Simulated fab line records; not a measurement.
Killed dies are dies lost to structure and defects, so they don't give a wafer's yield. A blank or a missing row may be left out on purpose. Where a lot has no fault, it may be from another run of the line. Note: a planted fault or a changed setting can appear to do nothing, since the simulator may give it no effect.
Split-lot experiment	flow gf180mcu	route with 602 steps; 5 lots, 23 wafers read

== THE SPLIT ==
At GF_V3_CMP_04 (polishes SiO2), the setting leave above ref nm was moved away from the recipe's 632.5 nm on 6 of the 23 wafers read, by +3.9% to +5.9%. The other wafers ran this setting at the recipe's value.

== FROM THE SPLIT TO THE READING: what the file shows between them, 4 steps ==
- GF_V3_PEB_12: peb time 90 s (also split here: peb temp c)
- GF_V3_DEVELOP_13: develop time 60 s
- GF_V3_CD_MEAS_14: target cd 260 nm
- GF_V3_ETCH_16: etches BARC in N2/H2

== THE READING ==
oes product au, in a.u., at GF_V3_ETCH_17 (etches SiO2 in C4F8/O2/Ar, stops on TiN, target depth 635 nm). Typical for fault-free wafers on this fab line: 0.854 a.u., with standard deviation 0.0048 a.u.

wafer	tool, chamber at the split	leave above ref nm as run, nm	against the recipe	oes product au, a.u.	against lot-mates on the recipe
L075.1	cmp-02, 3	657.3	+3.9%	0.875	+0.019
L075.3	cmp-02, 2	657.3	+3.9%	0.865	+0.009
L075.4	cmp-02, 0	657.3	+3.9%	0.874	+0.018
L075.5	cmp-02, 3,0	632.5	recipe	0.854	-
L075.6	cmp-02, 3,0	632.5	recipe	0.858	-
L076.1	cmp-01, 0	632.5	recipe	0.857	-
L076.3	cmp-01, 1	632.5	recipe	0.847	-
L076.4	cmp-01, 2	632.5	recipe	0.846	-
L076.5	cmp-01, 3	632.5	recipe	0.859	-
L076.6	cmp-01, 0	632.5	recipe	0.859	-
L079.2	cmp-01, 2	632.5	recipe	0.852	-
L079.5	cmp-01, 0	632.5	recipe	0.854	-
L079.6	cmp-01, 1	632.5	recipe	0.846	-
L082.1	cmp-01, 1	632.5	recipe	0.858	-
L082.3	cmp-01, 3	632.5	recipe	0.857	-
L082.4	cmp-01, 2	632.5	recipe	0.857	-
L082.5	cmp-01, 1	632.5	recipe	0.856	-
L082.6	cmp-01, 2	632.5	recipe	0.855	-
L084.2	cmp-02, 3	669.8	+5.9%	0.886	+0.031
L084.3	cmp-02, 0	632.5	recipe	0.860	-
L084.4	cmp-02, 1	632.5	recipe	0.849	-
L084.5	cmp-02, 2	669.8	+5.9%	0.877	+0.022
L084.6	cmp-02, 3	669.8	+5.9%	0.887	+0.032
The file does not say which wafer passed through which chamber wherever a row lists several chambers: such a row stands for several wafers.

THE FIT
A straight line over all 23 wafers: oes product au changes by +0.00475 a.u. for each +1% of leave above ref nm; r = +0.92; the points scatter about the line by 0.0048 a.u.
The same after taking each lot's own level away (the mean of its wafers on the recipe; 23 wafers): +0.00462 a.u. for each +1%; r = +0.92; scatter 0.0045 a.u.
The reading moves by 0.027 a.u. for the largest change in leave above ref nm, on that fit.
The span of the lots' own levels, 0.8507 to 0.8566 a.u., comes to 1.2 times the standard deviation stated above.
The two slopes are in agreement: the lot-to-lot level therefore moves the slope only a little.
Check: +0.0258 a.u. against its lot-mates is what the line predicts for one of the wafers moved furthest among these (+5.9%) when that wafer is left out of the fit. It came out at +0.0315 a.u. against them.

== THE OTHER SPLITS THESE WAFERS WENT THROUGH ==
Note: prior to the reading, these wafers also went through further splits. Each is held against what the fit with the lots' levels taken away leaves over:
other split on the same wafers	wafers away from the commonest value	r with oes product au (lot level and that fit taken away)
GF_CONTACT_CVD_24 temp c	7	+0.14
GF_CONTACT_CMP_27 t overpolish s	9	-0.12
GF_V1_SPUTTER_21 time s	9	+0.12
GF_V2_COAT_09 resist thk nm	8	+0.02
GF_M3_SPUTTER_04 power w	4	+0.23
GF_M3_EXPOSE_11 dose mj	10	-0.03
GF_V3_PEB_12 peb temp c	6	-0.08

== THE WHOLE CHAIN: every reading that the file lists as answering this split, in the file's order ==
step	what it does	reading	change (the file's fit)	r (the file's)
GF_V3_CMP_04	polishes SiO2	SiO2_of_V3_CVD_02.thk nm (the simulator's own value, which no gauge read)	+6.45 nm for each +1% of the setting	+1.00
GF_V3_ETCH_17	etches SiO2 in C4F8/O2/Ar, stops on TiN, target depth 635 nm	oes product au	+0.00458 a.u. for each +1% of the setting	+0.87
GF_V3_ETCH_17	etches SiO2 in C4F8/O2/Ar, stops on TiN, target depth 635 nm	V3.feature depth nm (the simulator's own value, which no gauge read)	+6.45 nm for each +1% of the setting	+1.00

== THE FILE'S OWN FIT ==
oes product au changes by +0.00458 a.u. for each +1% of leave above ref nm, r = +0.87.
